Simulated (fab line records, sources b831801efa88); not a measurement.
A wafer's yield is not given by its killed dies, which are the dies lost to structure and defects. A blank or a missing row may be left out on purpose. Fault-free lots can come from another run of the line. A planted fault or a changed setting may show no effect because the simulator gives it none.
Commonality check across tools + flow gf180mcu + 39 wafers sampled across 13 lots

== WHAT PROMPTED THE OPENING ==
GF_HV_LDD_TW_MEAS_38, reading HV_LDD_3_TW: flagged on 2 of 13 lots. No-fault wafers: 1448, standard deviation 6.5.
Rule: a lot is flagged when every wafer of it that has a number lies more than 4 standard deviations from that mean, or none has a number. All remaining lots are regarded as sound.

| lot  | measured     | on            | HV_LDD_3_TW, wafer by wafer | flag    |
|------|--------------|---------------|-----------------------------|---------|
| L308 | day 11 14:52 | film_metro-04 | 1442 1442 1446              |         |
| L309 | day 11 19:55 | film_metro-01 | 1460 1454 1462              |         |
| L312 | day 12 20:24 | film_metro-04 | 1443 1442 1444              |         |
| L313 | day 13 05:55 | film_metro-04 | 1453 1448 1447              |         |
| L315 | day 13 23:35 | film_metro-01 | 1452 1455 1451              |         |
| L316 | day 14 02:57 | film_metro-04 | 1450 1450 1445              |         |
| L318 | day 14 23:28 | film_metro-04 | 1446 1447 1449              |         |
| L322 | day 16 03:08 | film_metro-01 | 1449 1455 1455              |         |
| L324 | day 16 21:03 | film_metro-04 | 1447 1449 1448              |         |
| L325 | day 17 02:09 | film_metro-04 | 1565 1570 1565              | FLAGGED |
| L327 | day 17 17:19 | film_metro-03 | 1547 1553 1550              | FLAGGED |
| L329 | day 18 09:06 | film_metro-04 | 1450 1448 1445              |         |
| L330 | day 18 17:08 | film_metro-03 | 1439 1449 1440              |         |
The numbers of the flagged lots are 1558 on average: +110 against the usual, or +17 standard deviations.

== WHICH TOOL RAN EACH LOT ==
2 process steps preceding the reading are held in the record, out of 602 steps in the route. Read each cell as the tool, then ch plus the chambers that the sampled wafers visited, then the start.
| lot  | flag    | GF_HV_LDD_STRIP_22                   | GF_HV_LDD_IMPLANT_36            |
|------|---------|--------------------------------------|---------------------------------|
| L308 |         | plasma_asher-01 ch 0,1, day 10 19:40 | implanter-01 ch 0, day 11 14:37 |
| L309 |         | plasma_asher-01 ch 0,1, day 11 00:19 | implanter-04 ch 0, day 11 19:41 |
| L312 |         | plasma_asher-04 ch 0,1, day 12 00:22 | implanter-04 ch 0, day 12 20:09 |
| L313 |         | plasma_asher-02 ch 0,1, day 12 09:10 | implanter-02 ch 0, day 13 05:40 |
| L315 |         | plasma_asher-02 ch 0,1, day 13 02:33 | implanter-02 ch 0, day 13 23:20 |
| L316 |         | plasma_asher-04 ch 0,1, day 13 06:04 | implanter-04 ch 0, day 14 02:42 |
| L318 |         | plasma_asher-02 ch 0,1, day 14 01:41 | implanter-01 ch 0, day 14 23:15 |
| L322 |         | plasma_asher-04 ch 0,1, day 15 04:02 | implanter-01 ch 0, day 16 02:56 |
| L324 |         | plasma_asher-01 ch 0,1, day 15 21:57 | implanter-04 ch 0, day 16 20:48 |
| L325 | FLAGGED | plasma_asher-01 ch 0,1, day 16 03:08 | implanter-01 ch 0, day 17 01:38 |
| L327 | FLAGGED | plasma_asher-04 ch 0, day 16 17:30   | implanter-04 ch 0, day 17 16:45 |
| L329 |         | plasma_asher-04 ch 0,1, day 17 08:57 | implanter-01 ch 0, day 18 08:51 |
| L330 |         | plasma_asher-04 ch 1, day 17 16:09   | implanter-04 ch 0, day 18 16:50 |
What these steps do:
- GF_HV_LDD_STRIP_22: strips in O2/N2.
- GF_HV_LDD_IMPLANT_36
- GF_HV_LDD_TW_MEAS_38

== FLAGGED OVER TOTAL, TOOL BY TOOL (the gauges that took the reading come last) ==
| step                 | tool            | lots run | flagged | share of the flagged lots | sound lots run after its first flagged lot |
|----------------------|-----------------|----------|---------|---------------------------|--------------------------------------------|
| GF_HV_LDD_STRIP_22   | plasma_asher-01 | 4        | 1       | some                      | 0                                          |
| GF_HV_LDD_STRIP_22   | plasma_asher-02 | 3        | 0       | none                      | -                                          |
| GF_HV_LDD_STRIP_22   | plasma_asher-04 | 6        | 1       | some                      | 2 (L329,L330)                              |
| GF_HV_LDD_IMPLANT_36 | implanter-01    | 5        | 1       | some                      | 1 (L329)                                   |
| GF_HV_LDD_IMPLANT_36 | implanter-02    | 2        | 0       | none                      | -                                          |
| GF_HV_LDD_IMPLANT_36 | implanter-04    | 6        | 1       | some                      | 1 (L330)                                   |
| GF_HV_LDD_TW_MEAS_38 | film_metro-01   | 3        | 0       | none                      | -                                          |
| GF_HV_LDD_TW_MEAS_38 | film_metro-03   | 2        | 1       | some                      | 1 (L330)                                   |
| GF_HV_LDD_TW_MEAS_38 | film_metro-04   | 8        | 1       | some                      | 1 (L329)                                   |

== THE TABLE: WHAT IT ALLOWS ==
No row of the table ran every flagged lot.

== WHAT THE SIMULATOR HAD INSERTED ==
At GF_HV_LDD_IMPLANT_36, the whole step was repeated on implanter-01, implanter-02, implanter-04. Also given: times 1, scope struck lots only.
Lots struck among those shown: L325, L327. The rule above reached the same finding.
